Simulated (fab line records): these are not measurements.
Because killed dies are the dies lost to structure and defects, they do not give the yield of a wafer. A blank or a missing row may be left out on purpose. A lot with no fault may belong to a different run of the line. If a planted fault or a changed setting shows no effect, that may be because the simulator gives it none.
fab line records	flow sfq-line
record: lots: 6	wafers: 18	last-day: 91
route steps=325 shown M6@265 I6@266
lots untouched by any fault: they come from a run of this same line in which no faults occurred
start-h: start of the lot's first displayed wafer, in hours after the record's first day	wait-h: time in hours since the lot's previous step	" as in the row above	L1.1+2: a row that stands for several wafers	- value missing, or start not given	* or withheld: withheld	< > ~ a bound
route shown NAME@n: NAME is a module with steps in the file, n the number in the route of the first one	usual: mean/standard deviation of fault-free wafers	same: alike in all rows	chamber/n: place in a boat	sites: readings site by site	_std_site: standard deviation across them	_edge_site: mean of outer sites minus mean of inner sites	radius-mm: how far each site lies from the wafer's centre	mask NAME#n: copy n	behind: tool/chamber where the wafer was last shaped	hold: what put the lot on hold/how long, in hours/how the hold closed	device: the n, p or np transistor that did not switch	end of line: the tests these same wafers got at the end of their route	a step without rows: its recipe alone	killed: the dies lost at the first sort to structure and to defects; this is not the yield of the wafer	map: a wafer's dies, marking killed ones x, the rest . and places with no die _
set.NAME: the run value of the setting; set.NAME@STEP: its run value at that earlier step	model.NAME: the simulator's own value behind a step, which no gauge read
lots seen at some steps along the route; tables by step, rows by wafer
services: the hour from which a tool's chamber was out of use, counted from the record's first day as start-h (under 0 if before that day), plus the number of hours and why
== steps ==
step: SFQ_TRILAYER_M6_STRIP_SOLV_CLEAN_164
recipe: chemistry: NMP	temp-c: 70	time-s: 600
step: SFQ_TRILAYER_I6_DEP_PECVD_165
recipe: material: SiO2	temp-c: 150	time-s: 111.11	pressure-torr: 2.4	rf-w: 183.3	precursor: SiH4/N2O	target-thk-nm: 500
usual: heater-power-w: 84/10	showerhead-vpp-V: 837/31	throttle-valve-pct: 25.4/1.1
lot.wafer	tool	chamber	start-h	wait-h	heater-power-w	showerhead-vpp-V	throttle-valve-pct
L849.1	pecvd-04	2	1718.96	0.0	77	867	24.8
L849.2	"	1	"	"	85	850	27.8
L849.3	"	0	"	"	68	834	27.2
L853.1	pecvd-04	0	1734.56	0.0	69	835	26.8
L853.2	"	2	"	"	88	882	24.9
L853.5	"	0	"	"	72	846	27.0
L854.3	pecvd-02	1	1744.28	0.0	88	872	25.9
L854.4	"	2	"	"	84	840	24.6
L854.5	"	0	"	"	70	780	24.1
L866.1	pecvd-01	1	1845.46	0.0	90	869	25.2
L866.3	"	0	"	"	104	835	25.3
L866.5	"	0	"	"	85	818	25.3
L868.2	pecvd-02	0	1854.39	0.0	87	780	24.3
L868.3	"	2	"	"	74	841	24.6
L868.4	"	2	"	"	78	838	24.7
L869.1	pecvd-01	1	1857.99	0.0	98	889	25.0
L869.4	"	2	"	"	83	813	24.5
L869.6	"	1	"	"	99	880	25.2
step: SFQ_TRILAYER_I6_CMP_CMP_166
recipe: material: SiO2	down-force-psi: 3	platen-rpm: 60	pad-velocity-m-s: 0.94248
usual: edge-zone-pressure-frac: 1.000/0.0045	motor-current-A: 10.7/1.1	platen-rpm: 60.00/0.049	time-to-endpoint-s: 217/7.9
lot.wafer	tool	chamber	start-h	wait-h	edge-zone-pressure-frac	motor-current-A	platen-rpm	time-to-endpoint-s
L849.3	cmp-02	3	1719.04	0.0	0.994	10.9	59.94	217
L849.2	"	0	"	"	1.004	11.4	59.98	210
L849.1	"	2	1720.54	1.5	1.001	10.5	60.06	213
L853.2	cmp-01	1	1734.64	0.0	1.003	9.5	59.96	212
L853.1	"	0	1736.14	1.5	1.004	11.9	59.98	207
L853.5	"	1	"	"	1.003	9.1	59.96	220
L854.4	cmp-01	0	1744.36	0.0	0.989	11.8	60.03	230
L854.3	"	1	"	"	1.004	10.0	59.95	218
L854.5	"	0	1746.36	2.0	0.993	11.7	59.98	229
L866.3	cmp-01	1	1847.27	1.8	1.000	10.0	60.01	219
L866.1	"	2	"	"	1.003	8.6	59.97	210
L866.5	"	1	1849.27	3.7	0.995	9.8	60.03	225
L868.4	cmp-02	3	1855.07	0.6	0.997	11.1	60.05	230
L868.3	"	0	"	"	1.004	10.8	60.01	217
L868.2	"	1	"	"	1.002	9.7	60.03	225
L869.1	cmp-01	0	1858.57	0.5	0.995	11.1	59.99	230
L869.4	"	2	1859.57	1.5	1.006	9.1	60.07	230
L869.6	"	3	"	"	0.995	12.0	60.05	223
step: SFQ_I6_BOW_MEAS_941
recipe: mode: bow
usual: I6_BOW: 4/10
lot.wafer	tool	chamber	start-h	wait-h	I6_BOW[um]
L849.1	film-metro-01	-	1722.04	1.0	10
L849.2	"	-	"	"	18
L849.3	"	-	"	"	15
L853.1	film-metro-02	-	1737.64	1.0	5
L853.2	"	-	"	"	9
L853.5	"	-	"	"	15
L854.3	film-metro-02	-	1747.40	2.0	0
L854.4	"	-	"	"	-3
L854.5	"	-	"	"	11
L866.1	film-metro-02	-	1850.27	2.0	4
L866.3	"	-	"	"	11
L866.5	"	-	"	"	7
L868.2	film-metro-03	-	1858.09	1.5	15
L868.3	"	-	"	"	12
L868.4	"	-	"	"	17
L869.1	film-metro-02	-	1861.07	2.0	10
L869.4	"	-	"	"	17
L869.6	"	-	"	"	23
step: SFQ_TRILAYER_I6_METRO_MEASURE_167
usual: thk-nm: 200.8/1.2
lot.wafer	tool	chamber	start-h	wait-h	thk-nm
L849.1	film-metro-01	-	1722.16	0.1	199.5
L849.2	"	-	"	"	201.2
L849.3	"	-	"	"	202.1
L853.1	film-metro-02	-	1737.76	0.1	202.4
L853.2	"	-	"	"	201.4
L853.5	"	-	"	"	200.6
L854.3	film-metro-02	-	1747.88	0.5	200.3
L854.4	"	-	"	"	201.6
L854.5	"	-	"	"	202.7
L866.1	film-metro-02	-	1850.39	0.1	199.8
L866.3	"	-	"	"	200.0
L866.5	"	-	"	"	201.7
L868.2	film-metro-03	-	1858.39	0.3	200.1
L868.3	"	-	"	"	199.5
L868.4	"	-	"	"	201.8
L869.1	film-metro-02	-	1861.19	0.1	200.9
L869.4	"	-	"	"	200.0
L869.6	"	-	"	"	199.7
step: SFQ_TRILAYER_I6_VIA_LITHO_COAT_174
recipe: resist: BARC	spin-rpm: 3000	resist-thk-nm: 62
step: SFQ_TRILAYER_I6_VIA_LITHO_COAT_169
recipe: resist: KrF	spin-rpm: 3000	resist-thk-nm: 650
step: SFQ_TRILAYER_I6_VIA_LITHO_SOFTBAKE_173
recipe: temp-c: withheld	time-s: withheld	resist: KrF
step: SFQ_TRILAYER_I6_VIA_LITHO_EXPOSE_170
recipe: mask-id: I6	na: 0.6	source-shape: conventional	sigma-outer: 0.65	target-cd-nm: 700	dose-mj: 21.3
step: SFQ_TRILAYER_I6_VIA_LITHO_PEB_172
recipe: peb-temp-c: 115	peb-time-s: 60	resist: KrF
step: SFQ_TRILAYER_I6_VIA_LITHO_DEVELOP_171
recipe: time-s: 60	resist: KrF
step: SFQ_I6_OVL_MEAS_942
usual: I6_OVL: 2/5.6
lot.wafer	tool	chamber	start-h	wait-h	I6_OVL[nm]
L849.1	overlay-02	-	1828.86	0.1	-2
L849.2	"	-	"	"	0
L849.3	"	-	"	"	0
L853.1	overlay-02	-	1847.39	0.1	0
L853.2	"	-	"	"	-5
L853.5	"	-	"	"	-3
L854.3	overlay-02	-	1855.80	0.1	8
L854.4	"	-	"	"	6
L854.5	"	-	"	"	7
L866.1	overlay-02	-	1937.85	0.1	3
L866.3	"	-	"	"	-1
L866.5	"	-	"	"	1
L868.2	overlay-02	-	1947.46	0.1	-2
L868.3	"	-	"	"	0
L868.4	"	-	"	"	-6
L869.1	overlay-02	-	1948.65	0.1	-3
L869.4	"	-	"	"	0
L869.6	"	-	"	"	2
step: SFQ_TRILAYER_I6_VIA_BARC_OPEN_VIA_ETCH_235
recipe: mask-material: PR	chemistry: O2	target-depth-nm: 125	target: BARC	source-w: 500	bias-w: 80	pressure-mtorr: 30	time-s: 41.7
usual: bias-w: 79.96/0.24	drypump-motor-current-A: 5.8/0.51	oes-product-au: 0.686/0.0052
lot.wafer	tool	chamber	start-h	wait-h	bias-w	drypump-motor-current-A	oes-product-au	rf-hours-counter-h
L849.1	rie-diel-01	0	1828.90	0.0	79.97	6.0	0.682	1
L849.2	"	3	"	"	79.67	6.2	0.692	2
L849.3	"	2	"	"	79.91	6.4	0.677	2
L853.1	rie-diel-01	3	1847.43	0.0	68.77	6.2	0.692	2
L853.2	"	1	"	"	68.58	6.0	0.690	17
L853.5	"	2	"	"	68.98	6.4	0.690	-
L854.3	rie-diel-01	2	1855.83	0.0	68.96	6.4	0.688	3
L854.4	"	0	"	"	68.38	6.0	0.693	2
L854.5	"	0	"	"	68.32	6.0	0.686	-
L866.1	rie-diel-03	0	1937.89	0.0	79.81	5.8	0.685	14
L866.3	"	2	"	"	79.86	5.7	0.679	18
L866.5	"	0	"	"	79.43	5.8	0.694	-
L868.2	rie-diel-03	3	1947.49	0.0	79.98	5.8	0.679	17
L868.3	"	2	"	"	80.19	5.6	0.682	18
L868.4	"	0	"	"	79.84	5.7	0.685	14
L869.1	rie-diel-04	3	1948.69	0.0	80.01	6.1	0.693	20
L869.4	"	0	"	"	80.19	5.8	0.680	13
L869.6	"	0	"	"	79.98	5.7	0.686	-
step: SFQ_TRILAYER_I6_VIA_ETCH_VIA_ETCH_172
recipe: target: SiO2	stop-on: Nb	mask-material: PR	taper-deg: 20	chemistry: CHF3	target-depth-nm: 260	source-w: 500	bias-w: 80	pressure-mtorr: 30	time-s: withheld
usual: bias-w: 79.98/0.24	drypump-motor-current-A: 5.8/0.51	oes-product-au: 0.856/0.0054
lot.wafer	tool	chamber	start-h	wait-h	bias-w	drypump-motor-current-A	oes-product-au
L849.1	rie-diel-01	0	1828.94	0.0	79.99	5.9	0.858
L849.2	"	3	"	"	79.75	6.2	0.858
L849.3	"	2	"	"	79.85	6.5	0.867
L853.1	rie-diel-01	3	1847.47	0.0	80.16	6.2	0.859
L853.2	"	1	"	"	79.82	6.0	0.854
L853.5	"	2	"	"	80.24	6.5	0.851
L854.3	rie-diel-01	2	1855.87	0.0	80.14	6.5	0.858
L854.4	"	0	"	"	79.88	6.0	0.857
L854.5	"	0	"	"	80.32	6.0	0.857
L866.1	rie-diel-03	0	1937.93	0.0	80.11	5.7	0.853
L866.3	"	2	"	"	79.75	5.7	0.862
L866.5	"	0	"	"	79.83	5.8	0.860
L868.2	rie-diel-03	3	1947.53	0.0	79.66	5.9	0.852
L868.3	"	2	"	"	79.89	5.7	0.850
L868.4	"	0	"	"	80.00	5.7	0.867
L869.1	rie-diel-04	3	1948.73	0.0	80.01	6.1	0.860
L869.4	"	0	"	"	79.80	5.7	0.852
L869.6	"	0	"	"	79.84	5.7	0.846
== services ==
tool	chamber	start-h	hours	kind
cmp-01	-	1699.14	1.5	repair
cmp-02	-	1703.89	8.7	pm
rie-diel-03	0	1724.70	6.0	repair
rie-diel-03	3	1726.15	8.1	repair
rie-diel-04	3	1726.53	6.4	repair
film-metro-02	-	1743.01	3.1	pm
rie-diel-03	3	1748.88	5.1	repair
film-metro-02	-	1761.39	3.6	pm
rie-diel-01	0	1766.95	3.3	repair
film-metro-02	-	1792.21	0.2	pm
rie-diel-01	-	1798.77	0.6	repair
rie-diel-03	-	1800.22	2.8	pm
rie-diel-03	3	1810.50	2.6	repair
rie-diel-01	-	1845.08	0.4	repair
rie-diel-03	3	1852.91	3.3	repair
rie-diel-03	3	1867.23	5.1	repair
rie-diel-03	1	1870.60	3.2	repair
film-metro-02	-	1875.93	0.4	pm
film-metro-02	-	1879.83	3.8	pm
film-metro-02	-	1883.67	0.4	pm
rie-diel-03	1	1911.52	7.8	repair
cmp-01	-	1935.93	5.6	pm
cmp-01	-	1941.54	4.0	pm
cmp-01	-	1945.40	0.4	repair
== key ==
first-sign: step: SFQ_TRILAYER_I6_VIA_BARC_OPEN_VIA_ETCH_235	reading: bias-w	direction: down	sigmas: 48	usual: 79.96	struck: 68.67
effect none on later readings
met-at SFQ_TRILAYER_I6_VIA_BARC_OPEN_VIA_ETCH_235
struck-wafers L853.1,L853.2,L853.5,L854.3,L854.4,L854.5
onset-between 1828.90 1847.43
fault: kind: process-parameter-drift	tool: rie-diel-01	chamber: -	onset-h: 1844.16	steps: SFQ_TRILAYER_I6_VIA_BARC_OPEN_VIA_ETCH_235	channel: bias-w	offset: -11.15	shape: step	end-h: 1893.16	acts-in: these-recipes-only	stated: 80
